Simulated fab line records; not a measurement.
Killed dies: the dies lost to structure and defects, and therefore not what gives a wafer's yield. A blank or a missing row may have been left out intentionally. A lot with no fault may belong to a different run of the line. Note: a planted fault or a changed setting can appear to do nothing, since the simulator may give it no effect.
Matching of chambers | flow gf180mcu | pecvd-02 running GF_MIM_CVD_05: 3 sister chambers
The step deposits Si3N4, target thk 42 nm, time 29.086 s. 18 wafers are shown with their chamber, then 9 later ones without.

WAFERS, EACH WITH ITS CHAMBER
wafer  | chamber | heater-power-w (W) | temp-max-c (C) | susceptor-temp-C (C)
L075.2 | 1       | 523                | 399.73         | 385.05
L075.3 | 2       | 509                | 399.61         | 384.68
L075.4 | 2       | 397                | 399.79         | 384.96
L077.1 | 0       | 771                | 400.67         | 385.35
L077.2 | 2       | 491                | 399.88         | 385.52
L077.4 | 0       | 767                | 400.36         | 385.08
L078.3 | 0       | 690                | 400.25         | 385.21
L078.5 | 1       | 624                | 399.99         | 384.80
L078.6 | 0       | 681                | 400.17         | 385.31
L080.3 | 1       | 586                | 400.11         | 385.15
L080.5 | 2       | 501                | 399.68         | 384.51
L080.6 | 0       | 744                | 400.09         | 385.02
L086.1 | 0       | 757                | 399.97         | 385.07
L086.3 | 2       | 465                | 400.39         | 384.60
L086.4 | 0       | 758                | 400.29         | 385.19
L092.1 | 0       | 754                | 399.69         | 384.59
L092.3 | 2       | 483                | 400.02         | 385.00
L092.4 | 1       | 564                | 400.44         | 384.93

SIGNATURES (averages over the wafers above)
reading          | chamber 0 | chamber 1 | chamber 2 | scatter within a chamber
heater-power-w   | 740.25    | 574.25    | 474.33    | 38.4
temp-max-c       | 400.1863  | 400.0675  | 399.8950  | 0.288
susceptor-temp-C | 385.1025  | 384.9825  | 384.8783  | 0.277
Rule: distance of a wafer from a chamber = root of the sum over the readings of ((wafer's reading minus chamber's mean) / reading's scatter) squared. The wafer belongs to the nearest chamber; if the next one is less than 2 further off, it can't be placed. The scatter: take each reading less its chamber's mean, square it, sum over the shown wafers, divide by the number of wafers less the number of chambers, and take the root.

WAFERS WITH NO CHAMBER GIVEN
wafer  | heater-power-w (W) | temp-max-c (C) | susceptor-temp-C (C)
L093.2 | 704                | 399.96         | 385.08
L093.3 | 502                | 399.89         | 384.83
L093.4 | 509                | 400.16         | 384.95
L095.2 | 769                | 400.20         | 384.91
L095.3 | 457                | 400.35         | 384.65
L095.6 | 490                | 400.58         | 384.89
L097.2 | 737                | 400.56         | 384.76
L097.5 | 482                | 399.37         | 385.09
L097.6 | 548                | 400.23         | 385.01

EACH ONE'S CHAMBER
wafer  | from the rows above     | in truth
L093.2 | 0                       | 0
L093.3 | can't be placed: 2 or 1 | 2
L093.4 | can't be placed: 2 or 1 | 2
L095.2 | 0                       | 0
L095.3 | can't be placed: 2 or 1 | 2
L095.6 | can't be placed: 2 or 1 | 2
L097.2 | 0                       | 0
L097.5 | can't be placed: 2 or 1 | 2
L097.6 | can't be placed: 1 or 2 | 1
Correct placement for 3 of the 9. Can't be placed from these rows: 6 (the true chamber is among the candidates in 6). 0 placed wrongly.
